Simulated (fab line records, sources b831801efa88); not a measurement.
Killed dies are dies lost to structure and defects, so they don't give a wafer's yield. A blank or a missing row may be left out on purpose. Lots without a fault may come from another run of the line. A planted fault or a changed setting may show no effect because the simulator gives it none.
Which tool did it? | flow gf180mcu | 14 lots, 41 wafers sampled, at 2 steps of a route of 602

WHAT THE GAUGES READ, wafer by wafer
GF_CONTACT_THK_MEAS_03. Usual: CONTACT_CVD_02_THK 860 nm, standard deviation 14.
lot  | measured     | on            | CONTACT_CVD_02_THK (nm) | flag
L412 | day 15 07:51 | film_metro-03 | 874 854 878             |
L413 | day 15 18:18 | film_metro-04 | 863 866 883             |
L415 | day 16 10:03 | film_metro-04 | 867 860 865             |
L416 | day 16 18:31 | film_metro-01 | 852 857 869             |
L418 | day 17 09:58 | film_metro-04 | 874 854 892             |
L419 | day 18 01:01 | film_metro-04 | 852 850                 |
L420 | day 18 03:48 | film_metro-04 | 847 848 868             |
L421 | day 18 08:04 | film_metro-03 | 840 835 877             |
L422 | day 18 18:30 | film_metro-01 | 852 850 892             |
L423 | day 19 00:06 | film_metro-03 | 881 853 867             |
L424 | day 19 16:18 | film_metro-03 | 835 854 852             |
L428 | day 20 19:09 | film_metro-03 | 851 882 867             |
L434 | day 23 01:10 | film_metro-01 | 855 867 866             |
L435 | day 23 07:24 | film_metro-04 | 871 862 889             |

GF_CONTACT_BOW_MEAS_05. Usual: CONTACT_BOW 66 um, standard deviation 6.5.
lot  | measured     | on            | CONTACT_BOW (um) | flag
L412 | day 15 08:23 | film_metro-01 | 66 75 68         |
L413 | day 15 18:40 | film_metro-04 | 70 65 66         |
L415 | day 16 10:25 | film_metro-04 | 55 67 62         |
L416 | day 16 18:53 | film_metro-01 | 63 67 87         |
L418 | day 17 10:20 | film_metro-04 | 67 67 60         |
L419 | day 18 01:23 | film_metro-01 | 74 62            |
L420 | day 18 04:10 | film_metro-01 | 66 59 71         |
L421 | day 18 08:25 | film_metro-04 | 54 60 67         |
L422 | day 18 18:52 | film_metro-04 | 75 65 69         |
L423 | day 19 00:28 | film_metro-01 | 65 63 65         |
L424 | day 19 16:40 | film_metro-04 | 64 55 57         |
L428 | day 20 19:32 | film_metro-03 | 66 67 58         |
L434 | day 23 01:32 | film_metro-03 | 58 67 62         |
L435 | day 23 07:47 | film_metro-03 | 72 66 70         |

WHICH TOOL RAN EACH LOT (tool, then ch and the chambers of the sampled wafers, then the start)
The record holds no process step before these readings.

WHAT THE TOOLS THEMSELVES READ (means of the sampled wafers that have a number; where no wafer has one, the mark that the record gives instead)
The record holds no such reading with a usual standard deviation.

THE ANSWER, worked out from the rows above alone
Rule: a lot is off if the mean of its wafers that have a number lies more than 3 standard deviations from the usual mean. A lot without any number at a reading at which 4 lots or more have one is off too. The other lots that the step has rows for count as sound. The gauges are gone through in route order, then the tools' own readings, and for those a lot's mean is taken as printed above. The first step at which some lot is off is used, and at that step the reading that is off furthest; a lot without a number counts as furthest.
No lot is off at any reading shown: from this, nothing can be told.

WHAT THE SIMULATOR HAD PUT IN
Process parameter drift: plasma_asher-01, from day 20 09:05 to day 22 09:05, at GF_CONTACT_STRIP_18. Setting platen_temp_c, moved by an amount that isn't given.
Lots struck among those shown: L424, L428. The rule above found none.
